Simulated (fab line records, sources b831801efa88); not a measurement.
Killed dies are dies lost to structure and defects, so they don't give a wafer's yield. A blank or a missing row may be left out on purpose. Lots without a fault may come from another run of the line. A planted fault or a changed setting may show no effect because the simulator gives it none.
Tool commonality check | flow gf180mcu | 12 lots, 33 wafers sampled

WHY IT WAS OPENED
At GF_PASSIVATION_THK_MEAS_01 the reading PASSIVATION_CVD_00_THK is flagged on 2 of 12 lots. Wafers without a fault read 998 nm, standard deviation 14.
Rule: a lot is flagged when every wafer of it that has a number lies more than 4 standard deviations from that mean, or none has a number. The other lots count as sound.

lot  | measured     | on            | PASSIVATION_CVD_00_THK (nm), wafer by wafer | flag
L240 | day 28 03:50 | film_metro-01 | 997 1020                                    |
L241 | day 28 12:53 | film_metro-01 | 992 993 1015                                |
L243 | day 29 02:34 | film_metro-02 | 991 979 990                                 |
L251 | day 31 14:40 | film_metro-03 | 857 872 872                                 | FLAGGED
L252 | day 31 19:49 | film_metro-01 | 873 862 891                                 | FLAGGED
L253 | day 31 23:46 | film_metro-03 | 1000 1002 994                               |
L255 | day 32 09:58 | film_metro-01 | 1008 994 1011                               |
L256 | day 32 12:51 | film_metro-02 | 999 989 1010                                |
L258 | day 33 02:46 | film_metro-01 | 1001 1006 1015                              |
L259 | day 33 08:43 | film_metro-02 | 1003 996 1015                               |
L260 | day 33 17:35 | film_metro-01 | 999 1016                                    |
L262 | day 34 01:47 | film_metro-01 | 1023 1011                                   |
The numbers of the flagged lots are 871 nm on average: -127 nm against the usual, or -9 standard deviations.

WHICH TOOL RAN EACH LOT
The record holds 4 process steps before the reading, out of a route of 602 steps. In each cell: the tool, then ch and the chambers that the sampled wafers went through, then the start.
lot  | flag    | GF_V3_CMP_26                  | GF_M4_SPUTTER_00             | GF_V4_SPUTTER_22             | GF_PASSIVATION_CVD_00
L240 |         | cmp-01 ch 0,1, day 22 10:49   | pvd_sputter-04, day 22 10:58 | pvd_sputter-01, day 24 11:29 | pecvd-02 ch 2, day 28 03:46
L241 |         | cmp-01 ch 0,2,3, day 22 20:05 | pvd_sputter-04, day 22 20:20 | pvd_sputter-02, day 24 20:05 | pecvd-01 ch 0,1,2, day 28 12:48
L243 |         | cmp-02 ch 1,2, day 23 13:40   | pvd_sputter-01, day 23 13:58 | pvd_sputter-02, day 25 12:11 | pecvd-04 ch 0,1, day 29 02:29
L251 | FLAGGED | cmp-01 ch 0,3, day 26 13:29   | pvd_sputter-04, day 26 13:44 | pvd_sputter-03, day 28 08:44 | pecvd-04 ch 0,2, day 31 14:35
L252 | FLAGGED | cmp-01 ch 1,3, day 26 18:34   | pvd_sputter-03, day 26 18:52 | pvd_sputter-01, day 28 13:44 | pecvd-04 ch 1,2, day 31 19:44
L253 |         | cmp-01 ch 0,3, day 26 21:52   | pvd_sputter-04, day 26 22:07 | pvd_sputter-01, day 28 17:35 | pecvd-02 ch 0,1,2, day 31 23:41
L255 |         | cmp-02 ch 0,2,3, day 27 11:14 | pvd_sputter-01, day 27 11:32 | pvd_sputter-03, day 29 03:47 | pecvd-02 ch 0,1, day 32 09:53
L256 |         | cmp-01 ch 1,2, day 27 14:50   | pvd_sputter-04, day 27 15:08 | pvd_sputter-03, day 29 08:54 | pecvd-01 ch 0,2, day 32 12:46
L258 |         | cmp-01 ch 1,2, day 28 09:13   | pvd_sputter-04, day 28 09:31 | pvd_sputter-03, day 30 01:35 | pecvd-01 ch 0,1,2, day 33 02:41
L259 |         | cmp-02 ch 0,1,2, day 28 16:19 | pvd_sputter-01, day 28 16:37 | pvd_sputter-01, day 30 08:27 | pecvd-01 ch 0,2, day 33 08:38
L260 |         | cmp-01 ch 1,3, day 29 00:07   | pvd_sputter-04, day 29 00:25 | pvd_sputter-02, day 30 16:25 | pecvd-02 ch 0,2, day 33 17:31
L262 |         | cmp-01 ch 3, day 29 11:10     | pvd_sputter-03, day 29 11:25 | pvd_sputter-01, day 31 03:17 | pecvd-02 ch 0,2, day 34 01:41
What these steps do:
- GF_V3_CMP_26: polishes, stops on SiO2, t overpolish 15 s, target thk 0 nm.
- GF_M4_SPUTTER_00: material Ti, target thk 37.5 nm, time 150 s.
- GF_V4_SPUTTER_22: material TiN, target thk 10 nm, time 40 s.
- GF_PASSIVATION_CVD_00: deposits SiO2 from TEOS, target thk 1000 nm, time 111.95 s.
- GF_PASSIVATION_THK_MEAS_01

FLAGGED OVER TOTAL, TOOL BY TOOL (the gauges that took the reading come last)
step                       | tool           | lots run | flagged | share of the flagged lots | sound lots run after its first flagged lot
GF_V3_CMP_26               | cmp-01         | 9        | 2       | all                       | 5 (L253,L256,L258,L260,L262)
GF_V3_CMP_26               | cmp-02         | 3        | 0       | none                      | -
GF_M4_SPUTTER_00           | pvd_sputter-01 | 3        | 0       | none                      | -
GF_M4_SPUTTER_00           | pvd_sputter-03 | 2        | 1       | some                      | 1 (L262)
GF_M4_SPUTTER_00           | pvd_sputter-04 | 7        | 1       | some                      | 4 (L253,L256,L258,L260)
GF_V4_SPUTTER_22           | pvd_sputter-01 | 5        | 1       | some                      | 3 (L253,L259,L262)
GF_V4_SPUTTER_22           | pvd_sputter-02 | 3        | 0       | none                      | -
GF_V4_SPUTTER_22           | pvd_sputter-03 | 4        | 1       | some                      | 3 (L255,L256,L258)
GF_PASSIVATION_CVD_00      | pecvd-01       | 4        | 0       | none                      | -
GF_PASSIVATION_CVD_00      | pecvd-02       | 5        | 0       | none                      | -
GF_PASSIVATION_CVD_00      | pecvd-04       | 3        | 2       | all                       | 0
GF_PASSIVATION_THK_MEAS_01 | film_metro-01  | 7        | 1       | some                      | 4 (L255,L258,L260,L262)
GF_PASSIVATION_THK_MEAS_01 | film_metro-02  | 3        | 0       | none                      | -
GF_PASSIVATION_THK_MEAS_01 | film_metro-03  | 2        | 1       | some                      | 1 (L253)

WHAT THE TABLE ALLOWS
2 rows of the table ran every flagged lot: cmp-01 at GF_V3_CMP_26, pecvd-04 at GF_PASSIVATION_CVD_00.
- cmp-01 at GF_V3_CMP_26: 2 of its 9 lots flagged. Sound lots ran on it after the first flagged one (L253, L256, L258, L260, L262), which a lasting fault on the whole tool wouldn't allow.
- pecvd-04 at GF_PASSIVATION_CVD_00: 2 of its 3 lots flagged. Its last sound lot is L243 (day 29 02:29), its first flagged lot L251 (day 31 14:35): a fault that began between those two fits.
One tool is left: pecvd-04 at GF_PASSIVATION_CVD_00.

WHAT THE SIMULATOR HAD PUT IN
Site profile drift: pecvd-04, from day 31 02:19 on, at GF_PASSIVATION_CVD_00. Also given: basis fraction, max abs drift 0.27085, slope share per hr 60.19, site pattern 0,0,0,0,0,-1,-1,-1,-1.
Lots struck among those shown: L251, L252. The rule above found the same.
